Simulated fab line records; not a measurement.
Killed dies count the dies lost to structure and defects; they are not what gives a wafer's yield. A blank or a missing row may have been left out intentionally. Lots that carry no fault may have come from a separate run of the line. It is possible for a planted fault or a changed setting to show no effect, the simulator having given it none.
fab line records | flow sky130
record: lots: 6 wafers: 18 last-day: 50
route steps=708 shown VIA3@575 PAD_OPEN@708
lots with no fault: from the same line, run without faults
start-h: start of the lot's first displayed wafer, in hours after the record's first day | wait-h: time in hours since the lot's previous step | " same as the row above | L1.1+2: one row covering several wafers at once | - no value, or no start was given | * or withheld: withheld | < > ~ a bound
route shown NAME@n: names a module that has steps shown in the file, with the first one's number in the route | usual: the fault-free wafers' mean and standard deviation | same: alike in all rows | chamber/n: place in a boat | sites: each site's reading | _std_site: how widely they spread, as a standard deviation | _edge_site: the outer-site mean with the inner-site mean subtracted | radius-mm: how far each site lies from the wafer's centre | mask NAME#n: copy n | behind: the tool/chamber that last shaped the wafer | hold: why the lot was held/for how many hours/how that ended | device: the n, p or np transistor that did not switch | end of line: tests of these same wafers at the route's end | a step without rows: its recipe alone | killed: dies that structure and defects cost at the first sort, which is not the same as the wafer's yield | map: a wafer's dies, x killed, . not, _ none there
set.NAME: the run value of the setting; set.NAME@STEP: its run value at that earlier step | model.NAME: the simulator's own value behind a step, which no gauge read
lots at some steps of the route; a table a step, a row a wafer
services: from which hour (start-h, from the record's first day; less than 0 if before it) a tool's chamber was out of use, for how many hours, and why
== steps ==
step: SKY_VIA3_CMP_02
recipe: material: SiO2 down-force-psi: 4 platen-rpm: 60 pad-velocity-m-s: 0.94248
usual: motor-current-A: 12.3/0.89 platen-rpm: 60.00/0.039 retaining-ring-pressure-frac: 1.001/0.0047
columns lot.wafer tool chamber start-h wait-h motor-current-A platen-rpm retaining-ring-pressure-frac
L165.1 cmp-02 1 948.09 0.1 13.8 59.98 0.996
L165.2 " 3 " " 11.5 60.02 0.997
L165.5 " 1 " " 14.0 60.02 0.996
L166.1 cmp-02 2 953.54 0.1 11.4 60.02 1.012
L166.2 " 3 " " 10.8 59.95 0.995
L166.5 " 2 " " 11.3 59.94 1.010
L171.4 cmp-02 3 987.32 0.0 11.2 59.97 1.002
L171.2 " 1 " " 15.0 59.95 1.002
L171.6 " 3 " " 11.0 60.01 1.000
L172.2 cmp-02 0 997.36 0.3 12.4 60.04 1.006
L172.5 " 1 " " 13.8 60.01 1.009
L172.6 " 2 " " 11.4 59.96 1.003
L176.3 cmp-02 0 1029.67 0.0 12.3 60.00 0.999
L176.1 " 2 " " 11.0 60.07 0.998
L176.2 " 3 " " 12.1 60.06 0.999
L177.4 cmp-02 0 1069.39 0.1 12.6 59.97 0.994
L177.3 " 1 " " 13.5 60.02 0.998
L177.1 " 2 " " 11.9 60.00 1.005
step: SKY_VIA3_BOW_MEAS_03
recipe: mode: bow
usual: VIA3_BOW: 80/7.8
columns lot.wafer tool chamber start-h wait-h VIA3_BOW[um]
L165.1 film-metro-03 - 948.34 0.2 71
L165.2 " - " " 81
L165.5 " - " " 74
L166.1 film-metro-02 - 953.79 0.2 88
L166.2 " - " " 87
L166.5 " - " " 90
L171.2 film-metro-02 - 987.64 0.2 80
L171.4 " - " " 82
L171.6 " - " " 80
L172.2 film-metro-04 - 997.53 0.1 82
L172.5 " - " " 79
L172.6 " - " " 75
L176.1 film-metro-04 - 1029.97 0.1 89
L176.2 " - " " 88
L176.3 " - " " 84
L177.1 film-metro-02 - 1069.64 0.1 88
L177.3 " - " " 69
L177.4 " - " " 72
step: SKY_VIA3_DEHYDRATE_04
recipe: temp-c: 200 time-s: 60
step: SKY_VIA3_HMDS_05
recipe: prime-time-s: 60 prime-temp-c: 120
step: SKY_VIA3_COAT_06
recipe: resist: BARC temp-c: withheld time-s: withheld spin-rpm: 3000 resist-thk-nm: 60
step: SKY_VIA3_COAT_07
recipe: resist: KrF-thick spin-rpm: 3000 resist-thk-nm: 450
step: SKY_VIA3_SOFTBAKE_08
recipe: temp-c: 100 time-s: 90 resist: KrF-thick
step: SKY_VIA3_EXPOSE_09
recipe: mask-id: VIM3 na: 0.8 source-shape: annular sigma-inner: 0.55 sigma-outer: 0.85 target-cd-nm: 200 dose-mj: 38
step: SKY_VIA3_PEB_10
recipe: peb-temp-c: withheld peb-time-s: withheld resist: KrF-thick
step: SKY_VIA3_DEVELOP_11
recipe: develop-time-s: 60 resist: KrF-thick dev-temp-c: 21
step: SKY_VIA3_CD_MEAS_12
recipe: target-cd-nm: 200
usual: cd-nm: 199.9/1.5
columns lot.wafer tool chamber start-h wait-h cd-nm
L165.1 cd-sem-02 - 972.45 - 199.8
L165.2 " - " " 200.7
L165.5 " - " " 202.6
L166.1 cd-sem-02 - 977.45 - 201.8
L166.2 " - " " 200.0
L166.5 " - " " 200.6
L171.2 cd-sem-02 - 1010.44 - 198.5
L171.4 " - " " 200.8
L171.6 " - " " 202.7
L172.2 cd-sem-01 - 1020.29 - 200.7
L172.5 " - " " 201.2
L172.6 " - " " 200.9
L176.1 cd-sem-01 - 1051.47 - 200.8
L176.2 " - " " 199.8
L176.3 " - " " 199.3
L177.1 cd-sem-01 - 1090.09 - 201.1
L177.3 " - " " 199.9
L177.4 " - " " 200.5
step: SKY_VIA3_OVL_MEAS_13
usual: VIA3_OVL: -4/5.2
columns lot.wafer tool chamber start-h wait-h VIA3_OVL[nm]
L165.1 overlay-02 - 972.57 0.1 -1
L165.2 " - " " -5
L165.5 " - " " -5
L166.1 overlay-01 - 977.57 0.1 -2
L166.2 " - " " 1
L166.5 " - " " 3
L171.2 overlay-02 - 1010.55 0.1 -2
L171.4 " - " " -7
L171.6 " - " " -10
L172.2 overlay-02 - 1020.40 0.1 8
L172.5 " - " " -1
L172.6 " - " " 1
L176.1 overlay-01 - 1051.59 0.1 -1
L176.2 " - " " -5
L176.3 " - " " -5
L177.1 overlay-01 - 1090.21 0.1 -11
L177.3 " - " " -3
L177.4 " - " " -4
step: SKY_VIA3_ETCH_14
recipe: chemistry: N2/H2 target: BARC ion-energy-ev: 200 source-w: 500 bias-w: 100 pressure-mtorr: 30 n2-flow-sccm: 100 h2-flow-sccm: 200 stop-on: SiO2 time-s: 45.9 target-depth-a: 600
usual: drypump-motor-current-A: 5.8/0.3 oes-product-au: 0.855/0.0049 run-length-s: 74.3/0.52 throttle-valve-pct: 13.225/0.0094
columns lot.wafer tool chamber start-h wait-h drypump-motor-current-A oes-product-au rf-hours-counter-h run-length-s throttle-valve-pct model.KrF-thick_of_VIA3_COAT_07.thk-nm
L165.1 rie-diel-03 2 972.61 0.0 5.8 0.859 21 73.6 13.230 389.5
L165.2 " 3 " " 5.8 0.860 12 75.0 13.204 393.6
L165.5 " 3 " " 5.7 0.925 - 70.5 13.219 396.8
L166.1 rie-diel-03 0 977.61 0.0 5.7 0.852 13 74.5 13.216 390.6
L166.2 " 1 " " 6.3 0.858 17 74.2 13.234 392.1
L166.5 " 3 " " 5.8 0.941 - 70.6 13.240 395.9
L171.2 rie-diel-04 1 1010.58 0.0 5.7 0.859 26 74.2 13.210 392.4
L171.4 " 3 " " 5.6 0.853 23 73.6 13.213 392.1
L171.6 " 2 " " 6.0 0.862 - 74.2 13.223 389.9
L172.2 rie-diel-04 2 1020.43 0.0 6.0 0.853 23 74.3 13.225 394.3
L172.5 " 3 " " 5.5 0.857 - 73.4 13.230 395.4
L172.6 " 2 " " 6.0 0.852 - 74.1 13.219 393.2
L176.1 rie-diel-04 0 1051.63 0.0 5.8 0.852 14 74.9 13.219 392.9
L176.2 " 3 " " 5.6 0.854 24 73.6 13.238 396.8
L176.3 " 1 " " 5.7 0.853 28 74.3 13.223 394.7
L177.1 rie-diel-03 0 1090.24 0.0 5.7 0.851 17 74.6 13.229 394.1
L177.3 " 3 " " 5.7 0.855 17 75.4 13.206 393.5
L177.4 " 1 " " 6.3 0.855 21 74.3 13.239 394.5
step: SKY_VIA3_ETCH_15
recipe: target: SiO2 chemistry: C4F8/O2/Ar target-depth-nm: 507 stop-on: TiN mask-material: KrF-thick source-w: 1500 bias-w: 1200 pressure-mtorr: 40 c4f8-flow-sccm: withheld O2_flow_sccm: 6 Ar_flow_sccm: 300 time-s: 78
usual: oes-product-au: 0.946/0.0049 run-length-s: 106.3/0.5
columns lot.wafer tool chamber start-h wait-h oes-product-au rf-hours-counter-h run-length-s model.KrF-thick_of_VIA3_COAT_07.thk-nm
L165.1 rie-diel-03 2 972.65 0.0 0.950 21 105.7 285.6
L165.2 " 3 " " 0.940 12 107.2 290.7
L165.5 " 3 " " 0.941 - 107.1 294.3
L166.1 rie-diel-03 0 977.65 0.0 0.953 13 106.7 289.1
L166.2 " 1 " " 0.950 17 106.3 290.2
L166.5 " 3 " " 0.949 - 107.2 296.1
L171.2 rie-diel-04 1 1010.62 0.0 0.937 26 106.6 292.1
L171.4 " 3 " " 0.944 23 105.3 293.2
L171.6 " 2 " " 0.945 - 106.4 287.5
L172.2 rie-diel-04 2 1020.47 0.0 0.949 24 106.0 291.4
L172.5 " 3 " " 0.943 - 105.7 295.9
L172.6 " 2 " " 0.946 - 106.4 291
L176.1 rie-diel-04 0 1051.67 0.0 0.951 14 107.0 288.5
L176.2 " 3 " " 0.950 24 105.4 297.3
L176.3 " 1 " " 0.940 28 107.1 293.8
L177.1 rie-diel-03 0 1090.29 0.0 0.941 17 106.8 292.8
L177.3 " 3 " " 0.949 17 107.4 294.7
L177.4 " 1 " " 0.949 21 106.3 292.8
step: SKY_VIA3_STRIP_16
recipe: chemistry: O2/N2 power-w: 1400 pressure-mtorr: 1500 platen-temp-c: withheld o2-flow-sccm: 3000 n2-flow-sccm: 300 overash-fraction: 0.5
usual: drypump-motor-current-A: 6.0/0.55 oes-product-au: 0.402/0.0049 strip-time-to-endpoint-s: 4.129/0.03
columns lot.wafer tool chamber start-h wait-h drypump-motor-current-A oes-product-au rf-hours-counter-h strip-time-to-endpoint-s
L165.1 plasma-asher-04 1 972.71 0.0 5.3 0.407 84 4.067
L165.2 " 0 " " 6.5 0.404 84 4.131
L165.5 " 0 " " 6.5 0.404 - 4.171
L166.1 plasma-asher-01 0 977.71 0.0 5.8 0.401 26 4.098
L166.2 " 1 " " 6.5 0.401 26 4.112
L166.5 " 0 " " 5.8 0.403 - 4.180
L171.2 plasma-asher-04 1 1010.68 0.0 5.3 0.399 87 4.145
L171.4 " 1 " " 5.3 0.407 - 4.153
L171.6 " 0 " " 6.5 0.403 - 4.107
L172.2 plasma-asher-04 1 1020.53 0.0 5.3 0.399 88 4.131
L172.5 " 1 " " 5.3 0.405 - 4.188
L172.6 " 0 " " 6.5 0.406 - 4.128
L176.1 plasma-asher-02 1 1051.73 0.0 6.5 0.404 57 4.094
L176.2 " 0 " " 5.2 0.397 57 4.208
L176.3 " 0 " " 5.2 0.405 - 4.147
L177.1 plasma-asher-04 0 1090.35 0.0 6.5 0.412 95 4.149
L177.3 " 0 " " 6.5 0.408 - 4.175
L177.4 " 1 " " 5.3 0.401 - 4.129
step: SKY_PAD_OPEN_PROBE_99
usual: defect-limited-yield: 82.3/2 killed_at_M0_to_M3: 43/6.8 killed_at_M4_up: 3.2/1.9 killed-at-contacts: 24/5 killed-at-front-end: 16/4.9 killed-at-other: 0.4/0.76 killed-dies: 87/10 killed-open: 47/7.3 killed-short: 39/6.2 sort_bin_3_pad_short: 0.9/0.4 sort_bin_5_function: 10.5/1.5 sort_bin_6_memory: 6.4/1.2 sort-n-pass: 405/10 sort-yield-pct: 82.3/2
same: gross-dies: 492 killed-at-back-side: 0 sort_bin_4_leakage[%]: 0 sort_bin_8_speed[%]: 0
columns lot.wafer tool chamber start-h wait-h defect-limited-yield[%] killed_at_M0_to_M3 killed_at_M4_up killed-at-contacts killed-at-front-end killed-at-other killed-dies killed-open killed-short sort_bin_3_pad_short[%] sort_bin_5_function[%] sort_bin_6_memory[%] sort-n-pass sort-yield-pct[%]
L172.2 prober-02 - 1151.46 0.1 81.7 43 3 27 17 0 90 39 51 0.8 10.6 6.9 402 81.7
L172.5 prober-02 - 1151.61 0.2 84.3 29 1 33 14 0 77 41 36 0.6 9.1 5.9 415 84.3
L172.6 prober-02 - 1151.66 0.2 82.1 35 3 33 17 0 88 47 41 0.8 10.4 6.7 404 82.1
killed by level:class
L172.2 METAL1:geometric-particle:short=10 VIA1:geometric-particle:open=9 CONTACT:geometric-particle:open=9 VIA1:geometric-particle:short=7 FIELD_ISO:geometric-particle:open=6 LOCAL_INTERCONNECT:geometric-particle:short=6 POLY_GATE:geometric-particle:short=5 LI_CONTACT:geometric-particle:short=4
L172.5 CONTACT:geometric-particle:open=10 LI_CONTACT:geometric-particle:open=9 CONTACT:geometric-particle:short=7 VIA1:geometric-particle:open=7 POLY_GATE:geometric-particle:short=4 LOCAL_INTERCONNECT:geometric-particle:short=4 METAL1:geometric-particle:short=4 METAL2:geometric-particle:short=4
L172.6 LI_CONTACT:geometric-particle:open=11 VIA1:geometric-particle:open=10 CONTACT:geometric-particle:open=9 LOCAL_INTERCONNECT:geometric-particle:short=5 POLY_GATE:geometric-particle:short=4 LI_CONTACT:geometric-particle:short=4 CONTACT:geometric-particle:short=4 METAL2:geometric-particle:short=4
== services ==
columns tool chamber start-h hours kind
plasma-asher-02 - 952.40 1.0 repair
rie-diel-04 1 979.75 9.2 repair
rie-diel-04 1 1039.30 4.3 repair
rie-diel-03 2 1053.31 11.8 repair
rie-diel-04 2 1060.72 6.0 repair
cmp-02 - 1084.17 4.0 pm
rie-diel-04 1 1085.85 9.9 repair
cmp-02 - 1088.17 - consumable-replace:conditioner
cmp-02 - 1088.17 - consumable-replace:pad
== key ==
first-sign: step: SKY_VIA3_ETCH_14 reading: oes-product-au direction: up sigmas: 16 usual: 0.855 struck: 0.933
effect: step: SKY_VIA3_ETCH_14 reading: run-length-s direction: down sigmas: 7.1 usual: * struck: *
model-effect: step: SKY_VIA3_ETCH_14 value: KrF-thick_of_VIA3_COAT_07.thk-nm without: 392.2 struck: 396.3
model-effect: step: SKY_VIA3_ETCH_15 value: KrF-thick_of_VIA3_COAT_07.thk-nm without: 291.1 struck: 295.2
met-at SKY_VIA3_ETCH_14
struck-wafers L165.5,L166.5
fault: kind: process-parameter-drift tool: rie-diel-03 chamber: - onset-h: 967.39 steps: SKY_VIA3_ETCH_14 channel: time-s offset: * shape: step end-h: 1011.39 scope: struck-wafers-only acts-in: * stated: *
